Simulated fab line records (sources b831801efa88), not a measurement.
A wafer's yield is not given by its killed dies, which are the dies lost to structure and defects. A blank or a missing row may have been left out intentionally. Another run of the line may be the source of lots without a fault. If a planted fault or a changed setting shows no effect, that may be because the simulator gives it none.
Matching of chambers / flow gf180mcu / GF_V3_CMP_04 on cmp-01 has 4 sister chambers
The step polishes SiO2. 14 wafers are shown with their chamber, then 7 later ones without.

WAFERS, EACH WITH ITS CHAMBER
wafer=L351.2; chamber=1; motor_current_A (A)=12.1; time_to_endpoint_s (s)=77
wafer=L351.3; chamber=0; motor_current_A (A)=13.2; time_to_endpoint_s (s)=80
wafer=L351.4; chamber=3; motor_current_A (A)=12.1; time_to_endpoint_s (s)=81
wafer=L353.1; chamber=1; motor_current_A (A)=11.7; time_to_endpoint_s (s)=78
wafer=L353.2; chamber=0; motor_current_A (A)=12.9; time_to_endpoint_s (s)=76
wafer=L353.6; chamber=3; motor_current_A (A)=12.3; time_to_endpoint_s (s)=81
wafer=L366.1; chamber=3; motor_current_A (A)=11.9; time_to_endpoint_s (s)=83
wafer=L366.3; chamber=1; motor_current_A (A)=11.9; time_to_endpoint_s (s)=87
wafer=L366.6; chamber=2; motor_current_A (A)=11.4; time_to_endpoint_s (s)=93
wafer=L369.3; chamber=2; motor_current_A (A)=11.2; time_to_endpoint_s (s)=81
wafer=L369.4; chamber=1; motor_current_A (A)=12.0; time_to_endpoint_s (s)=78
wafer=L369.5; chamber=3; motor_current_A (A)=12.2; time_to_endpoint_s (s)=78
wafer=L370.2; chamber=3; motor_current_A (A)=11.7; time_to_endpoint_s (s)=83
wafer=L370.5; chamber=2; motor_current_A (A)=10.7; time_to_endpoint_s (s)=83

SIGNATURES (means of the wafers above)
reading=motor_current_A; chamber 0=13.050; chamber 1=11.925; chamber 2=11.100; chamber 3=12.040; scatter within a chamber=0.25
reading=time_to_endpoint_s; chamber 0=78.00; chamber 1=80.00; chamber 2=85.67; chamber 3=81.20; scatter within a chamber=4.16
Rule: a wafer lies at a distance from a chamber equal to the root of the sum of squares, over the readings, of (its reading less the chamber's mean, divided by the reading's scatter). The wafer belongs to the nearest chamber; if the next one is less than 2 further off, it can't be placed. How the scatter is found: for the shown wafers, subtract from each reading the mean of its chamber, square and add these, divide the total by (wafers less chambers), then take the root.

WAFERS WITHOUT THEIR CHAMBER
wafer=L370.6; motor_current_A (A)=11.9; time_to_endpoint_s (s)=82
wafer=L371.1; motor_current_A (A)=11.4; time_to_endpoint_s (s)=84
wafer=L371.3; motor_current_A (A)=13.8; time_to_endpoint_s (s)=72
wafer=L371.4; motor_current_A (A)=12.6; time_to_endpoint_s (s)=80
wafer=L372.1; motor_current_A (A)=13.3; time_to_endpoint_s (s)=76
wafer=L372.3; motor_current_A (A)=11.1; time_to_endpoint_s (s)=77
wafer=L372.4; motor_current_A (A)=11.5; time_to_endpoint_s (s)=84

THE CHAMBER EACH PASSED THROUGH
wafer=L370.6; from the rows above=can't be placed: 1 or 3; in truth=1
wafer=L371.1; from the rows above=can't be placed: 2 or 1 or 3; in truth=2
wafer=L371.3; from the rows above=0; in truth=0
wafer=L371.4; from the rows above=can't be placed: 0 or 3 or 1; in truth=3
wafer=L372.1; from the rows above=0; in truth=0
wafer=L372.3; from the rows above=can't be placed: 2 or 1 or 3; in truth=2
wafer=L372.4; from the rows above=can't be placed: 2 or 1 or 3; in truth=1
Correct placement for 2 of the 7. From these rows, 5 cannot be placed; in 5 the true chamber is one of the candidates. 0 placed wrongly.
